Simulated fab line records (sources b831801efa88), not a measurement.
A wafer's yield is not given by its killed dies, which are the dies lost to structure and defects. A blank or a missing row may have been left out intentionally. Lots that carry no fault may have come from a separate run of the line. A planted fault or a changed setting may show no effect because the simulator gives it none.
Which tool did it? || flow sky130 || 45 wafers from 15 lots sampled at 5 of the route's 708 steps

## WHAT EACH GAUGE READ, for each wafer
The record lacks any reading of a measuring or inspecting step that a usual standard deviation could be used to judge.

## EACH LOT AND THE TOOL THAT RAN IT (in order: tool; ch and the chambers of the sampled wafers; start)
{"lot": "L162", "SKY_VIA1_CMP_02": "cmp-01 ch 0,2,3, day 33 07:28", "SKY_VIA1_ETCH_14": "rie-diel-04 ch 0,1,2, day 34 10:19", "SKY_VIA1_ETCH_15": "rie-diel-04 ch 0,1,2, day 34 10:22", "SKY_VIA1_STRIP_16": "plasma-asher-04 ch 0,1, day 34 10:24", "SKY_METAL2_SPUTTER_01": "pvd-sputter-03, day 34 11:39"}
{"lot": "L163", "SKY_VIA1_CMP_02": "cmp-02 ch 0,2,3, day 33 21:45", "SKY_VIA1_ETCH_14": "rie-diel-02 ch 0,2,3, day 35 00:35", "SKY_VIA1_ETCH_15": "rie-diel-02 ch 0,2,3, day 35 00:38", "SKY_VIA1_STRIP_16": "plasma-asher-02 ch 0,1, day 35 00:41", "SKY_METAL2_SPUTTER_01": "pvd-sputter-02, day 35 01:56"}
{"lot": "L164", "SKY_VIA1_CMP_02": "cmp-01 ch 1,2, day 34 03:21", "SKY_VIA1_ETCH_14": "rie-diel-03 ch 1,3, day 35 05:04", "SKY_VIA1_ETCH_15": "rie-diel-03 ch 1,3, day 35 05:07", "SKY_VIA1_STRIP_16": "plasma-asher-02 ch 0,1, day 35 05:09", "SKY_METAL2_SPUTTER_01": "pvd-sputter-03, day 35 06:26"}
{"lot": "L165", "SKY_VIA1_CMP_02": "cmp-02 ch 1,2, day 34 10:03", "SKY_VIA1_ETCH_14": "rie-diel-02 ch 1,2,3, day 35 12:11", "SKY_VIA1_ETCH_15": "rie-diel-02 ch 1,2,3, day 35 12:14", "SKY_VIA1_STRIP_16": "plasma-asher-03 ch 0,1, day 35 12:19", "SKY_METAL2_SPUTTER_01": "pvd-sputter-03, day 35 13:32"}
{"lot": "L167", "SKY_VIA1_CMP_02": "cmp-02 ch 0,2, day 34 23:48", "SKY_VIA1_ETCH_14": "rie-diel-02 ch 0,2,3, day 36 02:53", "SKY_VIA1_ETCH_15": "rie-diel-02 ch 0,2,3, day 36 02:56", "SKY_VIA1_STRIP_16": "plasma-asher-02 ch 0,1, day 36 02:59", "SKY_METAL2_SPUTTER_01": "pvd-sputter-01, day 36 04:22"}
{"lot": "L168", "SKY_VIA1_CMP_02": "cmp-01 ch 0,1,2, day 35 20:33", "SKY_VIA1_ETCH_14": "rie-diel-04 ch 1,3, day 36 23:34", "SKY_VIA1_ETCH_15": "rie-diel-04 ch 1,3, day 36 23:37", "SKY_VIA1_STRIP_16": "plasma-asher-04 ch 0,1, day 36 23:41", "SKY_METAL2_SPUTTER_01": "pvd-sputter-01, day 37 00:54"}
{"lot": "L170", "SKY_VIA1_CMP_02": "cmp-01 ch 0,1,2, day 36 07:24", "SKY_VIA1_ETCH_14": "rie-diel-03 ch 0,2,3, day 37 10:02", "SKY_VIA1_ETCH_15": "rie-diel-03 ch 0,2,3, day 37 10:05", "SKY_VIA1_STRIP_16": "plasma-asher-04 ch 0,1, day 37 10:10", "SKY_METAL2_SPUTTER_01": "pvd-sputter-03, day 37 11:23"}
{"lot": "L172", "SKY_VIA1_CMP_02": "cmp-02 ch 0,1,3, day 37 06:26", "SKY_VIA1_ETCH_14": "rie-diel-02 ch 0,1,2, day 38 08:02", "SKY_VIA1_ETCH_15": "rie-diel-02 ch 0,1,2, day 38 08:05", "SKY_VIA1_STRIP_16": "plasma-asher-03 ch 0,1, day 38 08:08", "SKY_METAL2_SPUTTER_01": "pvd-sputter-01, day 38 09:26"}
{"lot": "L173", "SKY_VIA1_CMP_02": "cmp-02 ch 0,1, day 37 08:24", "SKY_VIA1_ETCH_14": "rie-diel-02 ch 1,2, day 38 10:25", "SKY_VIA1_ETCH_15": "rie-diel-02 ch 1,2, day 38 10:28", "SKY_VIA1_STRIP_16": "plasma-asher-02 ch 0,1, day 38 10:32", "SKY_METAL2_SPUTTER_01": "pvd-sputter-02, day 38 11:46"}
{"lot": "L175", "SKY_VIA1_CMP_02": "cmp-01 ch 1,2,3, day 37 19:41", "SKY_VIA1_ETCH_14": "rie-diel-04 ch 1,2,3, day 38 20:49", "SKY_VIA1_ETCH_15": "rie-diel-04 ch 1,2,3, day 38 20:52", "SKY_VIA1_STRIP_16": "plasma-asher-04 ch 0,1, day 38 20:55", "SKY_METAL2_SPUTTER_01": "-"}
{"lot": "L176", "SKY_VIA1_CMP_02": "cmp-02 ch 0,2,3, day 37 22:19", "SKY_VIA1_ETCH_14": "rie-diel-02 ch 0,1,3, day 38 23:32", "SKY_VIA1_ETCH_15": "rie-diel-02 ch 0,1,3, day 38 23:35", "SKY_VIA1_STRIP_16": "plasma-asher-04 ch 0,1, day 38 23:38", "SKY_METAL2_SPUTTER_01": "-"}
{"lot": "L177", "SKY_VIA1_CMP_02": "cmp-01 ch 0,1,2, day 38 01:14", "SKY_VIA1_ETCH_14": "rie-diel-03 ch 1,2,3, day 39 02:56", "SKY_VIA1_ETCH_15": "rie-diel-03 ch 1,2,3, day 39 02:59", "SKY_VIA1_STRIP_16": "plasma-asher-03 ch 0,1, day 39 03:02", "SKY_METAL2_SPUTTER_01": "-"}
{"lot": "L181", "SKY_VIA1_CMP_02": "cmp-02 ch 1,2, day 39 02:18", "SKY_VIA1_ETCH_14": "rie-diel-04 ch 1,2,3, day 40 02:55", "SKY_VIA1_ETCH_15": "rie-diel-04 ch 1,2,3, day 40 02:58", "SKY_VIA1_STRIP_16": "plasma-asher-02 ch 0,1, day 40 03:01", "SKY_METAL2_SPUTTER_01": "pvd-sputter-03, day 40 04:15"}
{"lot": "L184", "SKY_VIA1_CMP_02": "cmp-01 ch 0,1,3, day 39 12:07", "SKY_VIA1_ETCH_14": "rie-diel-04 ch 0,2,3, day 40 13:05", "SKY_VIA1_ETCH_15": "rie-diel-04 ch 0,2,3, day 40 13:08", "SKY_VIA1_STRIP_16": "plasma-asher-02 ch 0,1, day 40 13:11", "SKY_METAL2_SPUTTER_01": "pvd-sputter-03, day 40 14:26"}
{"lot": "L185", "SKY_VIA1_CMP_02": "cmp-01 ch 0,1,2, day 40 05:22", "SKY_VIA1_ETCH_14": "rie-diel-03 ch 1,2,3, day 41 06:23", "SKY_VIA1_ETCH_15": "rie-diel-03 ch 1,2,3, day 41 06:26", "SKY_VIA1_STRIP_16": "plasma-asher-04 ch 1, day 41 06:29", "SKY_METAL2_SPUTTER_01": "pvd-sputter-01, day 41 07:46"}
- SKY_VIA1_CMP_02: polishes SiO2.
- SKY_VIA1_ETCH_14: etches BARC in N2/H2, stops on SiO2, time 45.9 s, target depth 60 nm.
- SKY_VIA1_ETCH_15: etches SiO2 in C4F8/O2/Ar, stops on TiN, target depth 351 nm, time 54 s.
- SKY_VIA1_STRIP_16: strips in O2/N2.
- SKY_METAL2_SPUTTER_01: material TiN, target thk 20 nm, time 16.7 s.

## AS READ BY THE TOOLS THEMSELVES (means over the sampled wafers that have a number; for cases with no such wafer, the mark the record gives instead)
SKY_VIA1_CMP_02. Usual: motor-current-A 12.0 A, standard deviation 1.3; retaining-ring-pressure-frac 1.000, standard deviation 0.0047.
{"lot": "L162", "tool": "cmp-01", "motor-current-A (A)": 11.3, "retaining-ring-pressure-frac": 1.002, "flag": ""}
{"lot": "L163", "tool": "cmp-02", "motor-current-A (A)": 12.4, "retaining-ring-pressure-frac": 1.000, "flag": ""}
{"lot": "L164", "tool": "cmp-01", "motor-current-A (A)": 10.5, "retaining-ring-pressure-frac": 0.998, "flag": ""}
{"lot": "L165", "tool": "cmp-02", "motor-current-A (A)": 12.2, "retaining-ring-pressure-frac": 1.002, "flag": ""}
{"lot": "L167", "tool": "cmp-02", "motor-current-A (A)": 12.8, "retaining-ring-pressure-frac": 0.996, "flag": ""}
{"lot": "L168", "tool": "cmp-01", "motor-current-A (A)": 11.8, "retaining-ring-pressure-frac": 1.002, "flag": ""}
{"lot": "L170", "tool": "cmp-01", "motor-current-A (A)": 11.6, "retaining-ring-pressure-frac": 1.000, "flag": ""}
{"lot": "L172", "tool": "cmp-02", "motor-current-A (A)": 12.3, "retaining-ring-pressure-frac": 1.001, "flag": ""}
{"lot": "L173", "tool": "cmp-02", "motor-current-A (A)": 12.0, "retaining-ring-pressure-frac": 1.000, "flag": ""}
{"lot": "L175", "tool": "cmp-01", "motor-current-A (A)": 11.2, "retaining-ring-pressure-frac": 1.002, "flag": ""}
{"lot": "L176", "tool": "cmp-02", "motor-current-A (A)": 12.3, "retaining-ring-pressure-frac": 1.003, "flag": ""}
{"lot": "L177", "tool": "cmp-01", "motor-current-A (A)": 11.5, "retaining-ring-pressure-frac": 0.995, "flag": ""}
{"lot": "L181", "tool": "cmp-02", "motor-current-A (A)": 13.0, "retaining-ring-pressure-frac": 1.004, "flag": ""}
{"lot": "L184", "tool": "cmp-01", "motor-current-A (A)": 12.8, "retaining-ring-pressure-frac": 1.003, "flag": ""}
{"lot": "L185", "tool": "cmp-01", "motor-current-A (A)": 11.8, "retaining-ring-pressure-frac": 1.002, "flag": ""}

SKY_VIA1_ETCH_14. Usual: bias-w 99.99 W, standard deviation 0.29; chamber-pressure-mTorr 30.004 mTorr, standard deviation 0.029; drypump-motor-current-A 5.8 A, standard deviation 0.51; oes-product-au 0.854 a.u., standard deviation 0.0048; throttle-valve-pct 13.224 %, standard deviation 0.0089.
{"lot": "L162", "tool": "rie-diel-04", "bias-w (W)": 100.31, "chamber-pressure-mTorr (mTorr)": 30.032, "drypump-motor-current-A (A)": 5.6, "oes-product-au (a.u.)": 0.857, "throttle-valve-pct (%)": 13.228, "flag": ""}
{"lot": "L163", "tool": "rie-diel-02", "bias-w (W)": 99.73, "chamber-pressure-mTorr (mTorr)": 30.002, "drypump-motor-current-A (A)": 5.8, "oes-product-au (a.u.)": 0.851, "throttle-valve-pct (%)": 13.222, "flag": ""}
{"lot": "L164", "tool": "rie-diel-03", "bias-w (W)": 100.05, "chamber-pressure-mTorr (mTorr)": 30.014, "drypump-motor-current-A (A)": 5.6, "oes-product-au (a.u.)": 0.852, "throttle-valve-pct (%)": 13.230, "flag": ""}
{"lot": "L165", "tool": "rie-diel-02", "bias-w (W)": 100.35, "chamber-pressure-mTorr (mTorr)": 30.013, "drypump-motor-current-A (A)": 5.5, "oes-product-au (a.u.)": 0.852, "throttle-valve-pct (%)": 13.220, "flag": ""}
{"lot": "L167", "tool": "rie-diel-02", "bias-w (W)": 100.03, "chamber-pressure-mTorr (mTorr)": 30.014, "drypump-motor-current-A (A)": 5.7, "oes-product-au (a.u.)": 0.853, "throttle-valve-pct (%)": 13.231, "flag": ""}
{"lot": "L168", "tool": "rie-diel-04", "bias-w (W)": 100.07, "chamber-pressure-mTorr (mTorr)": 29.990, "drypump-motor-current-A (A)": 6.2, "oes-product-au (a.u.)": 0.856, "throttle-valve-pct (%)": 13.234, "flag": ""}
{"lot": "L170", "tool": "rie-diel-03", "bias-w (W)": 100.31, "chamber-pressure-mTorr (mTorr)": 30.025, "drypump-motor-current-A (A)": 6.0, "oes-product-au (a.u.)": 0.852, "throttle-valve-pct (%)": 13.221, "flag": ""}
{"lot": "L172", "tool": "rie-diel-02", "bias-w (W)": 99.85, "chamber-pressure-mTorr (mTorr)": 30.006, "drypump-motor-current-A (A)": 5.8, "oes-product-au (a.u.)": 0.861, "throttle-valve-pct (%)": 13.219, "flag": ""}
{"lot": "L173", "tool": "rie-diel-02", "bias-w (W)": 100.13, "chamber-pressure-mTorr (mTorr)": 30.016, "drypump-motor-current-A (A)": 5.6, "oes-product-au (a.u.)": 0.856, "throttle-valve-pct (%)": 13.218, "flag": ""}
{"lot": "L175", "tool": "rie-diel-04", "bias-w (W)": "-", "chamber-pressure-mTorr (mTorr)": "-", "drypump-motor-current-A (A)": "-", "oes-product-au (a.u.)": "-", "throttle-valve-pct (%)": "-", "flag": "OFF"}
{"lot": "L176", "tool": "rie-diel-02", "bias-w (W)": "-", "chamber-pressure-mTorr (mTorr)": "-", "drypump-motor-current-A (A)": "-", "oes-product-au (a.u.)": "-", "throttle-valve-pct (%)": "-", "flag": "OFF"}
{"lot": "L177", "tool": "rie-diel-03", "bias-w (W)": "-", "chamber-pressure-mTorr (mTorr)": "-", "drypump-motor-current-A (A)": "-", "oes-product-au (a.u.)": "-", "throttle-valve-pct (%)": "-", "flag": "OFF"}
{"lot": "L181", "tool": "rie-diel-04", "bias-w (W)": 99.90, "chamber-pressure-mTorr (mTorr)": 29.995, "drypump-motor-current-A (A)": 5.9, "oes-product-au (a.u.)": 0.855, "throttle-valve-pct (%)": 13.216, "flag": ""}
{"lot": "L184", "tool": "rie-diel-04", "bias-w (W)": 99.91, "chamber-pressure-mTorr (mTorr)": 30.016, "drypump-motor-current-A (A)": 5.7, "oes-product-au (a.u.)": 0.857, "throttle-valve-pct (%)": 13.223, "flag": ""}
{"lot": "L185", "tool": "rie-diel-03", "bias-w (W)": 100.19, "chamber-pressure-mTorr (mTorr)": 29.999, "drypump-motor-current-A (A)": 5.6, "oes-product-au (a.u.)": 0.850, "throttle-valve-pct (%)": 13.225, "flag": ""}

SKY_VIA1_ETCH_15. Usual: bias-w 1201 W, standard deviation 3.7; chamber-pressure-mTorr 40.00 mTorr, standard deviation 0.039; oes-product-au 0.980 a.u., standard deviation 0.0051.
{"lot": "L162", "tool": "rie-diel-04", "bias-w (W)": 1203, "chamber-pressure-mTorr (mTorr)": 40.01, "oes-product-au (a.u.)": 0.978, "flag": ""}
{"lot": "L163", "tool": "rie-diel-02", "bias-w (W)": 1202, "chamber-pressure-mTorr (mTorr)": 39.99, "oes-product-au (a.u.)": 0.979, "flag": ""}
{"lot": "L164", "tool": "rie-diel-03", "bias-w (W)": 1201, "chamber-pressure-mTorr (mTorr)": 40.00, "oes-product-au (a.u.)": 0.980, "flag": ""}
{"lot": "L165", "tool": "rie-diel-02", "bias-w (W)": 1200, "chamber-pressure-mTorr (mTorr)": 39.98, "oes-product-au (a.u.)": 0.983, "flag": ""}
{"lot": "L167", "tool": "rie-diel-02", "bias-w (W)": 1201, "chamber-pressure-mTorr (mTorr)": 39.97, "oes-product-au (a.u.)": 0.980, "flag": ""}
{"lot": "L168", "tool": "rie-diel-04", "bias-w (W)": 1203, "chamber-pressure-mTorr (mTorr)": 40.00, "oes-product-au (a.u.)": 0.979, "flag": ""}
{"lot": "L170", "tool": "rie-diel-03", "bias-w (W)": 1204, "chamber-pressure-mTorr (mTorr)": 40.04, "oes-product-au (a.u.)": 0.982, "flag": ""}
{"lot": "L172", "tool": "rie-diel-02", "bias-w (W)": 1200, "chamber-pressure-mTorr (mTorr)": 39.97, "oes-product-au (a.u.)": 0.979, "flag": ""}
{"lot": "L173", "tool": "rie-diel-02", "bias-w (W)": 1200, "chamber-pressure-mTorr (mTorr)": 40.02, "oes-product-au (a.u.)": 0.980, "flag": ""}
{"lot": "L175", "tool": "rie-diel-04", "bias-w (W)": 1199, "chamber-pressure-mTorr (mTorr)": 40.04, "oes-product-au (a.u.)": 0.376, "flag": "OFF"}
{"lot": "L176", "tool": "rie-diel-02", "bias-w (W)": 1201, "chamber-pressure-mTorr (mTorr)": 39.98, "oes-product-au (a.u.)": 0.369, "flag": "OFF"}
{"lot": "L177", "tool": "rie-diel-03", "bias-w (W)": 1204, "chamber-pressure-mTorr (mTorr)": 40.04, "oes-product-au (a.u.)": 0.376, "flag": "OFF"}
{"lot": "L181", "tool": "rie-diel-04", "bias-w (W)": 1201, "chamber-pressure-mTorr (mTorr)": 39.99, "oes-product-au (a.u.)": 0.976, "flag": ""}
{"lot": "L184", "tool": "rie-diel-04", "bias-w (W)": 1202, "chamber-pressure-mTorr (mTorr)": 40.00, "oes-product-au (a.u.)": 0.980, "flag": ""}
{"lot": "L185", "tool": "rie-diel-03", "bias-w (W)": 1199, "chamber-pressure-mTorr (mTorr)": 39.99, "oes-product-au (a.u.)": 0.982, "flag": ""}

SKY_VIA1_STRIP_16. Usual: drypump-motor-current-A 5.7 A, standard deviation 0.36; oes-product-au 0.415 a.u., standard deviation 0.005; strip-time-to-endpoint-s 4.449 s, standard deviation 0.025.
{"lot": "L162", "tool": "plasma-asher-04", "drypump-motor-current-A (A)": 5.5, "oes-product-au (a.u.)": 0.415, "strip-time-to-endpoint-s (s)": 4.461, "flag": ""}
{"lot": "L163", "tool": "plasma-asher-02", "drypump-motor-current-A (A)": 5.7, "oes-product-au (a.u.)": 0.420, "strip-time-to-endpoint-s (s)": 4.477, "flag": ""}
{"lot": "L164", "tool": "plasma-asher-02", "drypump-motor-current-A (A)": 5.7, "oes-product-au (a.u.)": 0.417, "strip-time-to-endpoint-s (s)": 4.392, "flag": ""}
{"lot": "L165", "tool": "plasma-asher-03", "drypump-motor-current-A (A)": 5.4, "oes-product-au (a.u.)": 0.418, "strip-time-to-endpoint-s (s)": 4.453, "flag": ""}
{"lot": "L167", "tool": "plasma-asher-02", "drypump-motor-current-A (A)": 6.1, "oes-product-au (a.u.)": 0.416, "strip-time-to-endpoint-s (s)": 4.433, "flag": ""}
{"lot": "L168", "tool": "plasma-asher-04", "drypump-motor-current-A (A)": 5.7, "oes-product-au (a.u.)": 0.419, "strip-time-to-endpoint-s (s)": 4.466, "flag": ""}
{"lot": "L170", "tool": "plasma-asher-04", "drypump-motor-current-A (A)": 5.5, "oes-product-au (a.u.)": 0.416, "strip-time-to-endpoint-s (s)": 4.464, "flag": ""}
{"lot": "L172", "tool": "plasma-asher-03", "drypump-motor-current-A (A)": 5.4, "oes-product-au (a.u.)": 0.415, "strip-time-to-endpoint-s (s)": 4.440, "flag": ""}
{"lot": "L173", "tool": "plasma-asher-02", "drypump-motor-current-A (A)": 5.7, "oes-product-au (a.u.)": 0.412, "strip-time-to-endpoint-s (s)": 4.432, "flag": ""}
{"lot": "L175", "tool": "plasma-asher-04", "drypump-motor-current-A (A)": 5.7, "oes-product-au (a.u.)": 0.434, "strip-time-to-endpoint-s (s)": 4.931, "flag": "OFF"}
{"lot": "L176", "tool": "plasma-asher-04", "drypump-motor-current-A (A)": 5.7, "oes-product-au (a.u.)": 0.430, "strip-time-to-endpoint-s (s)": 4.888, "flag": "OFF"}
{"lot": "L177", "tool": "plasma-asher-03", "drypump-motor-current-A (A)": 5.3, "oes-product-au (a.u.)": 0.436, "strip-time-to-endpoint-s (s)": 4.881, "flag": "OFF"}
{"lot": "L181", "tool": "plasma-asher-02", "drypump-motor-current-A (A)": 5.7, "oes-product-au (a.u.)": 0.412, "strip-time-to-endpoint-s (s)": 4.407, "flag": ""}
{"lot": "L184", "tool": "plasma-asher-02", "drypump-motor-current-A (A)": 6.1, "oes-product-au (a.u.)": 0.411, "strip-time-to-endpoint-s (s)": 4.474, "flag": ""}
{"lot": "L185", "tool": "plasma-asher-04", "drypump-motor-current-A (A)": 5.8, "oes-product-au (a.u.)": 0.416, "strip-time-to-endpoint-s (s)": 4.444, "flag": ""}

SKY_METAL2_SPUTTER_01. Usual: throttle-valve-pct reads 30.3 % (standard deviation 0.76).
{"lot": "L162", "tool": "pvd-sputter-03", "throttle-valve-pct (%)": 30.8, "flag": ""}
{"lot": "L163", "tool": "pvd-sputter-02", "throttle-valve-pct (%)": 29.9, "flag": ""}
{"lot": "L164", "tool": "pvd-sputter-03", "throttle-valve-pct (%)": 31.6, "flag": ""}
{"lot": "L165", "tool": "pvd-sputter-03", "throttle-valve-pct (%)": 30.8, "flag": ""}
{"lot": "L167", "tool": "pvd-sputter-01", "throttle-valve-pct (%)": 30.5, "flag": ""}
{"lot": "L168", "tool": "pvd-sputter-01", "throttle-valve-pct (%)": 29.8, "flag": ""}
{"lot": "L170", "tool": "pvd-sputter-03", "throttle-valve-pct (%)": 31.1, "flag": ""}
{"lot": "L172", "tool": "pvd-sputter-01", "throttle-valve-pct (%)": 30.2, "flag": ""}
{"lot": "L173", "tool": "pvd-sputter-02", "throttle-valve-pct (%)": 29.6, "flag": ""}
{"lot": "L181", "tool": "pvd-sputter-03", "throttle-valve-pct (%)": 30.3, "flag": ""}
{"lot": "L184", "tool": "pvd-sputter-03", "throttle-valve-pct (%)": 30.5, "flag": ""}
{"lot": "L185", "tool": "pvd-sputter-01", "throttle-valve-pct (%)": 30.3, "flag": ""}

## THE ANSWER, worked out from the rows above alone
Rule: take the mean of a lot's wafers that have a number; if it is more than 3 standard deviations from the usual mean, the lot is off. A lot without any number at a reading at which 4 lots or more have one is off too. The other lots that the step has rows for count as sound. The gauges are gone through in route order, then the tools' own readings, and for those a lot's mean is taken as printed above. The first step at which some lot is off is used, and at that step the reading that is off furthest; a lot without a number counts as furthest.
Off: L175, L176, L177, at SKY_VIA1_ETCH_14 (bias-w). Without a number there: L175, L176, L177.
A tool fits if, at that step or a process step before it, it ran every lot that is off, and no sound lot after the first of them. Not one of the candidates tried fits.

## WHAT HAD BEEN PUT IN BY THE SIMULATOR
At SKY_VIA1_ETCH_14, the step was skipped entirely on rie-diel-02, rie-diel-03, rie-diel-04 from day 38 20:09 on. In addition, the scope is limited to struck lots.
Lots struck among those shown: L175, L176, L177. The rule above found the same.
